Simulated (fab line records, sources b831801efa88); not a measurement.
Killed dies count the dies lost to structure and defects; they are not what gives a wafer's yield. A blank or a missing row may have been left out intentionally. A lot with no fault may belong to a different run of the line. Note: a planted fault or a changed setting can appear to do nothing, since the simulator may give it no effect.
Matching of chambers | flow sky130 | wetBench-01 running SKY_FIELD_ISO_WET_ETCH_28: 4 sister chambers
The step etches SiO2 in dHF, target depth 23.7 nm, time 47 s. 8 wafers are shown with their chamber, then 8 later ones without.

## WAFERS WITH THEIR CHAMBER
wafer  | chamber | tempC (C)
L529.4 | 3       | 24.91
L529.6 | 3       | 25.14
L530.4 | 2       | 24.96
L530.5 | 2       | 25.07
L531.3 | 1       | 24.95
L531.5 | 1       | 24.96
L532.5 | 0       | 24.80
L533.1 | 0       | 25.00

## WAFERS WHOSE CHAMBER IS MISSING
wafer  | tempC (C)
L533.4 | 25.03
L533.6 | 25.00
L536.1 | 25.09
L536.2 | 24.77
L536.6 | 25.09
L550.2 | 25.09
L550.5 | 24.88
L550.6 | 25.09

## WHICH CHAMBER EACH ONE RAN IN
wafer  | from the rows above               | in truth
L533.4 | can't be placed: 3 or 2 or 1 or 0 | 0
L533.6 | can't be placed: 2 or 3 or 1 or 0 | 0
L536.1 | can't be placed: 3 or 2 or 1 or 0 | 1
L536.2 | can't be placed: 0 or 1 or 2 or 3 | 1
L536.6 | can't be placed: 3 or 2 or 1 or 0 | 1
L550.2 | can't be placed: 3 or 2 or 1 or 0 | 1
L550.5 | can't be placed: 0 or 1 or 2 or 3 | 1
L550.6 | can't be placed: 3 or 2 or 1 or 0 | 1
Placed correctly: 0 of 8. From these rows, 8 cannot be placed; in 8 the true chamber is one of the candidates. Wrongly placed: 0.
How it was worked out, from the rows above alone: a wafer's distance from a chamber is the root of the sum, over the readings, of the square of ((its reading less the chamber's mean) divided by the reading's scatter). If the next closest chamber is less than 2 further off than the closest, the wafer can't be placed; otherwise it belongs to the closest. A chamber's mean is the mean of its shown wafers. How the scatter is found: for the shown wafers, subtract from each reading the mean of its chamber, square and add these, divide the total by (wafers less chambers), then take the root.
